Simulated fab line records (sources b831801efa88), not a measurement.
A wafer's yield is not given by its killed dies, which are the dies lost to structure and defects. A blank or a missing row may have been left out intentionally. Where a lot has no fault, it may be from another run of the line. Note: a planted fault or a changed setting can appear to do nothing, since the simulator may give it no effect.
Which tool was responsible? || flow gf180mcu || 7 lots with 21 wafers sampled at 2 steps, on a route of 602 steps

== WHAT THE GAUGES SHOWED, per wafer ==
GF_MVSD_TW_MEAS_11.
{"lot": "L753", "measured": "day 4 18:16", "on": "filmMetro-03", "MVSD_TW": "1558 1565 1558"}
{"lot": "L756", "measured": "day 5 10:39", "on": "filmMetro-02", "MVSD_TW": "1580 1574 1568"}
{"lot": "L762", "measured": "day 6 19:19", "on": "filmMetro-04", "MVSD_TW": "1581 1585 1585"}
{"lot": "L765", "measured": "day 7 14:23", "on": "filmMetro-02", "MVSD_TW": "1511 1509 1518"}
{"lot": "L768", "measured": "day 8 07:49", "on": "filmMetro-02", "MVSD_TW": "1563 1566 1563"}
{"lot": "L773", "measured": "day 9 14:38", "on": "filmMetro-04", "MVSD_TW": "1566 1570 1567"}
{"lot": "L775", "measured": "day 10 00:04", "on": "filmMetro-02", "MVSD_TW": "1577 1588 1582"}

== WHICH TOOL RAN EACH LOT (tool, then ch and the chambers of the sampled wafers, then the start) ==
{"lot": "L753", "GF_MVSD_IMPLANT_09": "implanter-02 ch 0, day 4 18:02"}
{"lot": "L756", "GF_MVSD_IMPLANT_09": "implanter-02 ch 0, day 5 10:24"}
{"lot": "L762", "GF_MVSD_IMPLANT_09": "implanter-02 ch 0, day 6 19:05"}
{"lot": "L765", "GF_MVSD_IMPLANT_09": "implanter-01, day 7 14:08"}
{"lot": "L768", "GF_MVSD_IMPLANT_09": "implanter-01 ch 0, day 8 07:35"}
{"lot": "L773", "GF_MVSD_IMPLANT_09": "implanter-02 ch 0, day 9 14:23"}
{"lot": "L775", "GF_MVSD_IMPLANT_09": "implanter-02 ch 0, day 9 23:50"}
- GF_MVSD_IMPLANT_09

== THE ANSWER, worked out from the rows above alone ==
Rule: the lots themselves supply what counts as usual. Put in order of their means at a reading, lots are off if they are a third of the lots or fewer, leave a main group of 4 or more, and stand apart from it by a gap of 3 or more times the standard deviation of the main group's means; of several such gaps the widest counts. The tables above print the reading to a certain number of digits; a main group whose means all agree to those digits is not used. Also off: a lot with no number at a reading for which 4 or more lots have one. All remaining lots with rows at the step are treated as sound.
Off: L765, seen at GF_MVSD_TW_MEAS_11 (MVSD_TW). For the main group the mean is 1572 and the standard deviation 8.8.
A tool fits if, at a process step before that reading, it ran every lot that is off, and no sound lot after the first of them. The gauges at GF_MVSD_TW_MEAS_11 are tried like those tools. Of those tried, none fits.

== WHAT THE SIMULATOR HAD PUT IN ==
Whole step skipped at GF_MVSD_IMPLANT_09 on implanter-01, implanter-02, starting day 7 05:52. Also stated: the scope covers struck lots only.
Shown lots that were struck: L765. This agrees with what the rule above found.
